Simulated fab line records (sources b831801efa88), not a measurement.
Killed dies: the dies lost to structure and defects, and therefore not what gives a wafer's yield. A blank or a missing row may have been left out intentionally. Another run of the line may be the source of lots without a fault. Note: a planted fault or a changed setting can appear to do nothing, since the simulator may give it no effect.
What tool caused it? -- flow sky130 -- Sampling: 11 lots, 33 wafers, 5 of 708 route steps

WHAT THE GAUGES SHOWED, per wafer
SKY_VT_ADJUST_HVTR_OVL_MEAS_08.
lot,measured,on,VT_ADJUST_HVTR_OVL (nm)
L167,day 9 20:03,overlay-02,-0.9 0.4 -1.1
L169,day 10 11:58,overlay-02,0.9 0.5 -0.1
L171,day 11 03:56,overlay-02,1.5 0.2 1.0
L172,day 11 09:16,overlay-02,-0.5 -2.5 -2.0
L173,day 11 17:35,overlay-01,2.6 1.8 2.4
L181,day 14 03:38,overlay-02,-1.3 0.1 -0.4
L183,day 15 00:31,overlay-02,-2.7 -4.1 -2.5
L184,day 15 02:34,overlay-02,-2.5 -0.5 -0.3
L185,day 15 15:49,overlay-01,0.2 -1.0 -0.8
L186,day 15 16:26,overlay-02,-3.4 -0.5 -2.2
L189,day 16 13:32,overlay-02,-1.7 -1.0 -0.6

SKY_SONOS_ONO_OVL_MEAS_14.
lot,measured,on,SONOS_ONO_OVL (nm)
L167,day 13 01:49,overlay-02,0.5 0.5 0.6
L169,day 13 19:31,overlay-01,0.3 -0.5 -0.5
L171,day 14 11:44,overlay-01,-0.2 -1.8 -0.5
L172,day 14 16:45,overlay-01,3.2 3.1 2.8
L173,day 15 05:52,overlay-01,2.0 1.6 1.8
L181,day 17 17:46,overlay-01,4.4 3.4 2.0
L183,day 18 19:09,overlay-01,-1.3 -1.5 1.0
L184,day 18 20:58,overlay-01,0.7 0.8 0.4
L185,day 19 10:46,overlay-02,-1.3 1.0 -1.4
L186,day 19 12:36,overlay-01,1.4 0.5 1.5
L189,day 20 16:39,overlay-02,-2.6 -2.3 -2.6

SKY_POLY_GATE_THK_MEAS_01.
lot,measured,on,POLY_GATE_CVD_00_THK (nm)
L167,day 14 17:33,film_metro-03,177.2 178.1 176.9
L169,day 15 06:02,film_metro-01,179.7 179.9 180.1
L171,day 16 03:25,film_metro-02,91.4 93.5 98.6
L172,day 16 03:20,film_metro-02,165.4 136.7 124.0
L173,day 16 16:38,film_metro-02,104.1 96.4 100.1
L181,day 19 08:44,film_metro-02,179.5 179.6 178.5
L183,day 20 13:19,film_metro-02,178.7 178.4 179.9
L184,day 20 13:20,film_metro-03,182.4 182.6 182.3
L185,day 20 22:41,film_metro-01,179.0 179.7 179.9
L186,day 21 00:00,film_metro-03,180.6 178.5 181.1
L189,day 22 05:45,film_metro-02,180.5 179.3 179.6

SKY_POLY_GATE_OVL_MEAS_14.
lot,measured,on,POLY_GATE_OVL (nm)
L167,day 17 01:53,overlay-01,-11 -14 -10
L169,day 17 15:53,overlay-02,-6 -5 -8
L171,day 18 15:53,overlay-02,-2 0 -6
L172,day 18 13:13,overlay-01,-1 2 3
L173,day 19 05:51,overlay-02,-7 -10 -10
L181,day 21 23:40,overlay-01,5 2 7
L183,day 23 05:21,overlay-01,0 5 -1
L184,day 23 04:22,overlay-02,-3 -6 8
L185,day 23 13:24,overlay-01,1 -2 5
L186,day 23 15:40,overlay-01,5 6 8
L189,day 24 19:57,overlay-02,-9 -1 -3

TOOL THAT RAN EACH LOT (tool first, then ch and the chambers of the sampled wafers, then the start)
lot,SKY_POLY_GATE_CVD_00
L167,"lpcvd-01 ch 0, day 14 16:19"
L169,"lpcvd-01 ch 0, day 15 04:50"
L171,"lpcvd-01 ch 0, day 16 02:08"
L172,"lpcvd-01 ch 1, day 16 02:08"
L173,"lpcvd-01 ch 1, day 16 15:26"
L181,"lpcvd-01 ch 0, day 19 07:32"
L183,"lpcvd-01 ch 1, day 20 12:07"
L184,"lpcvd-01 ch 1, day 20 12:07"
L185,"lpcvd-01 ch 1, day 20 21:29"
L186,"lpcvd-01 ch 1, day 20 22:48"
L189,"lpcvd-01 ch 1, day 22 03:56"
- SKY_POLY_GATE_CVD_00: deposits poly-Si, target thk 180 nm, time 720 s.

WHAT THE TOOLS THEMSELVES READ (means of the sampled wafers that have a number; where no wafer has one, the mark that the record gives instead)
SKY_POLY_GATE_CVD_00.
lot,tool,spike_tc_centre_C (C),spike_tc_lower_C (C),spike_tc_top_C (C),spike_tc_upper_C (C),zone_power_centre_pct (%),zone_power_lower_pct (%),zone_power_top_pct (%),zone_power_upper_pct (%)
L167,lpcvd-01,620.8,620.0,639.8,620.0,8.65,8.94,19.9,11.1
L169,lpcvd-01,620.8,621.1,639.1,621.0,8.70,8.85,19.9,11.0
L171,lpcvd-01,629.6,621.0,651.6,554.3,13.76,8.14,27.4,0.0
L172,lpcvd-01,628.2,619.1,654.7,555.0,14.81,7.77,30.7,0.0
L173,lpcvd-01,628.9,619.0,654.9,554.2,14.81,7.76,30.6,0.0
L181,lpcvd-01,621.4,620.1,639.4,620.7,8.64,8.95,20.0,11.1
L183,lpcvd-01,619.4,620.8,641.8,620.2,9.21,8.43,22.1,9.9
L184,lpcvd-01,620.7,620.9,642.2,621.1,9.24,8.40,22.5,10.0
L185,lpcvd-01,619.2,619.9,642.9,621.5,9.20,8.34,22.2,10.0
L186,lpcvd-01,619.6,620.1,642.8,620.7,9.24,8.45,22.3,9.9
L189,lpcvd-01,618.9,620.4,642.7,620.7,9.26,8.40,22.1,9.9

THE ANSWER, worked out from the rows above alone
Rule: the lots themselves supply what counts as usual. The widest of any qualifying gaps counts: lots, ordered by their means at a reading, are off when they make up no more than a third of the lots, leave a main group of 4 or more, and stand apart from it by 3 or more times the standard deviation of that group's means. A main group is skipped when, at the precision printed for the reading in the tables above, its means are all equal. A lot without any number at a reading at which 4 lots or more have one is off too. Any other lot the step has rows for is counted as sound. After the gauges, taken in route order, come the tools' own readings; for these a lot's mean is taken, as printed above. At the first step where some lot is off, the reading lying furthest off is the one used; lots without a number count as furthest.
Off: L171, L172, L173, at SKY_POLY_GATE_THK_MEAS_01 (POLY_GATE_CVD_00_THK). The main group has a mean of 179.7 nm with a standard deviation of 1.3.
If a tool, at a process step before that reading, ran all the lots that are off and no sound lot after the first of them, it fits. Not tried: the gauges at SKY_POLY_GATE_THK_MEAS_01; whatever is off there is also off at SKY_POLY_GATE_CVD_00, on other tools, and gauge error can't account for it. None of those tried fits.

WHAT THE SIMULATOR HAD PUT IN
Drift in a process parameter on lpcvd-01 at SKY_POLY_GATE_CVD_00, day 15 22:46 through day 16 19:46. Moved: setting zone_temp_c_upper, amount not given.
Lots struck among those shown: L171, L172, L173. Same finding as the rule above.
